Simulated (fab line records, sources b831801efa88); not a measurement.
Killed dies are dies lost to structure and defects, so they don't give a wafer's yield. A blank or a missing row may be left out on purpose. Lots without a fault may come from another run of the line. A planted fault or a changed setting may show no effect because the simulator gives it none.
fab line records | flow gf180mcu
record lots=13 wafers=39 last_day=34
route steps=602 shown HV_LDD@234 CONTACT@309 V1@350 M2@379
lots that met no fault: from a run of the same line without faults
start_h: hours from the record's first day to the start of the lot's first wafer shown | wait_h: hours since the lot's step before | " the same as in the row above | L1.1+2: a row that stands for several wafers | - no value, or no start given | * or withheld: withheld | < > ~ a bound
route shown NAME@n: a module of which the file shows steps, and the number in the route of the first | usual: mean/standard deviation of fault-free wafers | same: alike in all rows | chamber/n: place in a boat | sites: the reading at each site | _std_site: their standard deviation | _edge_site: outer sites' mean less inner sites' | radius_mm: how far each site lies from the wafer's centre | mask NAME#n: copy n | behind: the tool/chamber that last shaped the wafer | hold: why the lot was held/for how many hours/how that ended | device: the transistor (n, p or np) that didn't switch | end of line: the same wafers' tests at the end of the route | a step without rows: its recipe alone | killed: dies lost to structure and defects at the first sort, not the wafer's yield | map: a wafer's dies, x killed, . not, _ none there
set.NAME: the setting as run; set.NAME@STEP: as run at that earlier step | model.NAME: the simulator's own value behind a step, which no gauge read
steps of the route over a sample of lots; a table a step, a row a wafer
services: from which hour (start_h, from the record's first day; less than 0 if before it) a tool's chamber was out of use, for how many hours, and why
## steps
# step GF_HV_LDD_ETCHBACK_58
# recipe chemistry=CH3F/O2 target=Si3N4 stop_on=SiO2 source_w=400 bias_w=80 pressure_mtorr=25 ch3f_flow_sccm=40 O2_flow_sccm=30 time_s=100 target_depth_a=900
# usual drypump_motor_current_A=5.6/0.49 oes_product_au=0.841/0.0065 run_length_s=128.4/0.47 throttle_valve_pct=10.562/0.0096
# columns lot.wafer tool chamber start_h wait_h drypump_motor_current_A oes_product_au rf_hours_counter_h run_length_s throttle_valve_pct
L630.1 rie_diel-03 1 278.12 0.1 5.8 0.843 2 129.0 10.558
L630.4 " 0 " " 5.7 0.854 5 127.9 10.580
L630.5 " 1 " " 5.8 0.846 - 129.0 10.545
L631.1 rie_diel-02 2 283.59 0.1 5.8 0.843 20 127.5 10.554
L631.3 " 3 " " 5.1 0.843 98 127.9 10.556
L631.6 " 0 " " 6.6 0.842 - 128.3 10.573
L632.2 rie_diel-02 3 292.79 0.0 5.1 0.855 99 127.9 10.550
L632.3 " 2 " " 5.8 0.856 21 127.6 10.568
L632.6 " 0 " " 6.6 0.838 - 128.2 10.562
L634.1 rie_diel-04 0 310.58 0.1 5.3 0.843 44 129.1 10.555
L634.3 " 2 " " 5.5 0.840 95 128.3 10.565
L634.5 " 3 " " 5.5 0.841 - 128.1 10.547
L635.1 rie_diel-03 2 318.57 0.1 5.4 0.833 2 128.9 10.544
L635.2 " 0 " " 5.7 0.833 6 128.1 10.551
L635.3 " 3 " " 4.8 0.827 72 128.5 10.566
L643.1 rie_diel-02 1 387.21 0.1 5.2 1.010 1 109.7 10.593
L643.3 " 3 " " 5.1 0.842 102 128.6 10.551
L643.5 " 0 " " 6.5 0.852 - 128.6 10.569
L644.1 rie_diel-02 3 395.81 0.1 5.1 0.842 102 128.1 10.568
L644.2 " 1 " " 5.2 1.013 1 110.1 10.599
L644.5 " 1 " " 5.2 1.009 - 109.8 10.573
L646.2 rie_diel-03 1 405.82 0.0 5.8 0.845 6 128.8 10.558
L646.4 " 3 " " 4.8 0.848 75 128.3 10.570
L646.5 " 2 " " 5.4 0.838 - 129.1 10.552
L647.2 rie_diel-03 0 413.84 0.0 5.7 0.839 9 128.1 10.576
L647.5 " 2 " " 5.4 0.835 - 128.8 10.556
L647.6 " 1 " " 5.8 0.850 - 129.0 10.562
L649.1 rie_diel-03 3 430.88 0.1 4.8 0.840 76 128.1 10.559
L649.3 " 0 " " 5.7 0.853 9 127.8 10.572
L649.4 " 2 " " 5.4 0.852 4 129.1 10.561
L651.2 rie_diel-02 0 448.37 0.0 6.6 0.841 97 128.1 10.564
L651.5 " 3 " " 5.1 0.840 - 127.9 10.578
L651.6 " 0 " " 6.6 0.838 - 128.5 10.562
L652.1 rie_diel-04 3 452.07 0.1 5.5 0.843 83 128.5 10.554
L652.2 " 1 " " 6.2 0.829 89 128.5 10.563
L652.6 " 2 " " 5.5 0.833 - 128.3 10.552
L653.2 rie_diel-04 2 461.47 0.0 5.5 0.829 99 129.1 10.556
L653.3 " 3 " " 5.5 0.839 83 128.4 10.565
L653.4 " 1 " " 6.2 0.835 89 128.4 10.542
# step GF_CONTACT_SPUTTER_22
# recipe material=Ti target_thk_nm=15 chamber_pressure_pa=5 power_w=2500 substrate_temp_c=200 time_s=80.02
# usual throttle_valve_pct=29.7/0.96
# columns lot.wafer tool chamber start_h wait_h throttle_valve_pct
L630.1 pvd_sputter-04 - 364.02 0.0 30.2
L630.4 " - " " 28.6
L630.5 " - " " 31.0
L631.1 pvd_sputter-01 - 370.95 0.0 31.5
L631.3 " - " " 30.0
L631.6 " - " " 30.9
L632.2 pvd_sputter-03 - 381.58 0.0 30.0
L632.3 " - " " 29.0
L632.6 " - " " 29.3
L634.1 pvd_sputter-04 - 401.19 0.0 28.6
L634.3 " - " " 31.0
L634.5 " - " " 28.8
L635.1 pvd_sputter-01 - 409.93 0.0 30.2
L635.2 " - " " 29.6
L635.3 " - " " 31.4
L643.1 pvd_sputter-03 - 483.94 0.0 29.3
L643.3 " - " " 29.3
L643.5 " - " " 29.4
L644.1 pvd_sputter-04 - 494.77 0.0 30.2
L644.2 " - " " 30.6
L644.5 " - " " 30.8
L646.2 pvd_sputter-03 - 505.34 0.0 29.1
L646.4 " - " " 29.4
L646.5 " - " " 29.5
L647.2 pvd_sputter-01 - 513.58 0.0 30.1
L647.5 " - " " 31.7
L647.6 " - " " 29.0
L649.1 pvd_sputter-04 - 529.76 0.0 30.3
L649.3 " - " " 28.6
L649.4 " - " " 30.1
L651.2 pvd_sputter-04 - 544.81 0.0 30.1
L651.5 " - " " 28.7
L651.6 " - " " 29.9
L652.1 pvd_sputter-04 - 549.01 0.0 28.6
L652.2 " - " " 30.0
L652.6 " - " " 30.9
L653.2 pvd_sputter-03 - 558.42 0.0 30.0
L653.3 " - " " 29.5
L653.4 " - " " 29.3
# step GF_V1_OVL_MEAS_15
# usual V1_OVL=-2/4.8
# columns lot.wafer tool chamber start_h wait_h V1_OVL[nm]
L630.1 overlay-01 - 412.22 0.1 -6
L630.4 " - " " -11
L630.5 " - " " -4
L631.1 overlay-01 - 420.77 0.1 -8
L631.3 " - " " -2
L631.6 " - " " -7
L632.2 overlay-01 - 430.49 0.1 -4
L632.3 " - " " -4
L632.6 " - " " -5
L634.1 overlay-02 - 451.84 0.1 -4
L634.3 " - " " -4
L634.5 " - " " 0
L635.1 overlay-01 - 461.39 0.1 -7
L635.2 " - " " 5
L635.3 " - " " -11
L643.1 overlay-02 - 533.18 0.1 0
L643.3 " - " " -2
L643.5 " - " " -2
L644.1 overlay-02 - 543.19 0.1 3
L644.2 " - " " 5
L644.5 " - " " -1
L646.2 overlay-02 - 554.34 0.1 -6
L646.4 " - " " -5
L646.5 " - " " -11
L647.2 overlay-02 - 560.19 0.1 -8
L647.5 " - " " -8
L647.6 " - " " -5
L649.1 overlay-01 - 577.18 0.1 -13
L649.3 " - " " -5
L649.4 " - " " 1
L651.2 overlay-02 - 590.59 0.1 0
L651.5 " - " " -8
L651.6 " - " " -3
L652.1 overlay-02 - 595.34 0.1 -2
L652.2 " - " " 0
L652.6 " - " " -9
L653.2 overlay-02 - 604.04 0.1 1
L653.3 " - " " -5
L653.4 " - " " -2
# step GF_M2_STRIP_17
# recipe chemistry=O2/N2 power_w=1400 pressure_mtorr=1500 platen_temp_c=250 o2_flow_sccm=3000 n2_flow_sccm=300 overash_fraction=0.5
# usual drypump_motor_current_A=5.9/0.42 heater_power_w=320/23 n2_flow_sccm=300.0/0.84 oes_product_au=0.537/0.0051 strip_time_to_endpoint_s=7.38/0.041
# columns lot.wafer tool chamber start_h wait_h drypump_motor_current_A heater_power_w n2_flow_sccm oes_product_au rf_hours_counter_h strip_time_to_endpoint_s
L630.1 plasma_asher-03 1 438.63 0.1 5.7 321 301.2 0.543 1 7.34
L630.4 " 0 " " 6.3 305 299.8 0.533 - 7.37
L630.5 " 1 " " 5.7 318 300.2 0.544 - 7.42
L631.1 plasma_asher-04 1 446.12 0.2 5.7 337 299.8 0.538 32 7.40
L631.3 " 0 " " 6.5 279 299.9 0.546 - 7.44
L631.6 " 0 " " 6.5 288 301.1 0.536 - 7.40
L632.2 plasma_asher-01 1 457.21 0.2 5.9 350 299.8 0.537 75 7.37
L632.3 " 1 " " 6.0 339 299.1 0.535 - 7.36
L632.6 " 0 " " 5.2 326 299.7 0.531 - 7.32
L634.1 plasma_asher-03 0 477.58 0.1 6.3 312 301.0 0.541 5 7.38
L634.3 " 1 " " 5.7 310 299.7 0.535 - 7.39
L634.5 " 1 " " 5.7 308 299.6 0.538 - 7.43
L635.1 plasma_asher-01 0 487.25 0.1 5.2 336 297.6 0.536 78 7.34
L635.2 " 1 " " 5.9 351 298.8 0.537 78 7.36
L635.3 " 1 " " 6.0 337 300.4 0.528 - 7.40
L643.1 plasma_asher-03 1 557.63 0.1 5.7 314 299.7 0.533 14 7.46
L643.3 " 1 " " 5.7 315 299.8 0.534 - 7.35
L643.5 " 1 " " 5.7 307 299.6 0.548 - 7.40
L644.1 plasma_asher-03 1 567.33 0.1 5.7 316 300.2 0.537 15 7.43
L644.2 " 0 " " 6.3 304 299.1 0.545 15 7.49
L644.5 " 0 " " 6.3 306 299.9 0.546 - 7.41
L646.2 plasma_asher-01 0 578.28 0.1 5.2 334 299.6 0.539 87 7.39
L646.4 " 0 " " 5.2 333 300.1 0.544 - 7.42
L646.5 " 0 " " 5.2 324 299.7 0.539 - 7.41
L647.2 plasma_asher-01 0 583.65 0.1 5.2 333 299.2 0.533 87 7.37
L647.5 " 1 " " 5.9 341 300.5 0.539 - 7.38
L647.6 " 0 " " 5.2 328 301.6 0.531 - 7.36
L649.1 plasma_asher-04 0 600.38 0.1 6.4 282 299.3 0.543 48 7.38
L649.3 " 1 " " 5.8 337 300.3 0.531 - 7.35
L649.4 " 0 " " 6.5 288 300.7 0.539 - 7.43
L651.2 plasma_asher-01 0 613.48 0.1 5.2 327 300.7 0.543 90 7.44
L651.5 " 1 " " 5.9 335 299.3 0.544 - 7.43
L651.6 " 0 " " 5.2 336 300.4 0.536 - 7.40
L652.1 plasma_asher-03 1 617.83 0.1 5.7 307 302.0 0.529 20 7.35
L652.2 " 0 " " 6.3 304 300.1 0.531 20 7.34
L652.6 " 1 " " 5.7 308 301.4 0.528 - 7.32
L653.2 plasma_asher-04 1 626.58 0.1 5.7 334 299.4 0.532 51 7.35
L653.3 " 1 " " 5.7 334 301.1 0.531 - 7.34
L653.4 " 0 " " 6.4 282 298.1 0.530 - 7.32
## services
# columns tool chamber start_h hours kind
rie_diel-03 - 264.97 2.8 pm
pvd_sputter-04 - 314.28 9.7 repair
rie_diel-03 - 319.81 1.3 repair
plasma_asher-03 - 323.52 4.4 repair
plasma_asher-01 - 331.99 1.3 repair
rie_diel-03 - 348.56 0.2 repair
rie_diel-03 - 351.32 0.7 repair
plasma_asher-03 - 383.52 5.4 repair
rie_diel-03 2 385.22 5.3 repair
plasma_asher-03 - 421.25 9.0 pm
rie_diel-02 - 430.80 0.2 repair
rie_diel-02 2 432.52 5.2 repair
rie_diel-03 3 465.67 10.1 repair
plasma_asher-01 - 501.59 2.8 pm
rie_diel-02 0 509.08 20.2 repair
plasma_asher-01 - 515.56 2.4 repair
plasma_asher-03 - 524.04 0.4 repair
rie_diel-02 1 528.68 2.7 repair
pvd_sputter-04 - 532.45 2.3 repair
rie_diel-03 - 552.57 0.5 repair
rie_diel-02 - 573.53 15.6 pm
plasma_asher-03 - 576.81 2.0 repair
pvd_sputter-04 - 596.26 1.7 repair
pvd_sputter-04 - 622.59 3.2 repair
## key
first_sign step=GF_HV_LDD_ETCHBACK_58 reading=run_length_s direction=down sigmas=39 usual=* struck=*
effect step=GF_HV_LDD_ETCHBACK_58 reading=oes_product_au direction=up sigmas=26 usual=0.841 struck=1.010
met_at GF_HV_LDD_ETCHBACK_58
struck_lots L643,L644
struck_wafers L643.1,L644.2,L644.5
tester_left_out L643,L644
not_acting_at GF_CONTACT_SPUTTER_22,GF_V1_OVL_MEAS_15,GF_M2_STRIP_17
fault kind=process_parameter_drift tool=rie_diel-02 chamber=1 onset_h=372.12 steps=GF_HV_LDD_ETCHBACK_58 channel=time_s offset=* shape=step end_h=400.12 acts_in=* stated=*
# tester_left_out: of these lots the tester's yield and bins aren't shown, on N5 and GAA mostly nor the transistor test; their killed dies are dies lost to structure and defects alone, not to doping, threshold or leakage, so they don't give the yield
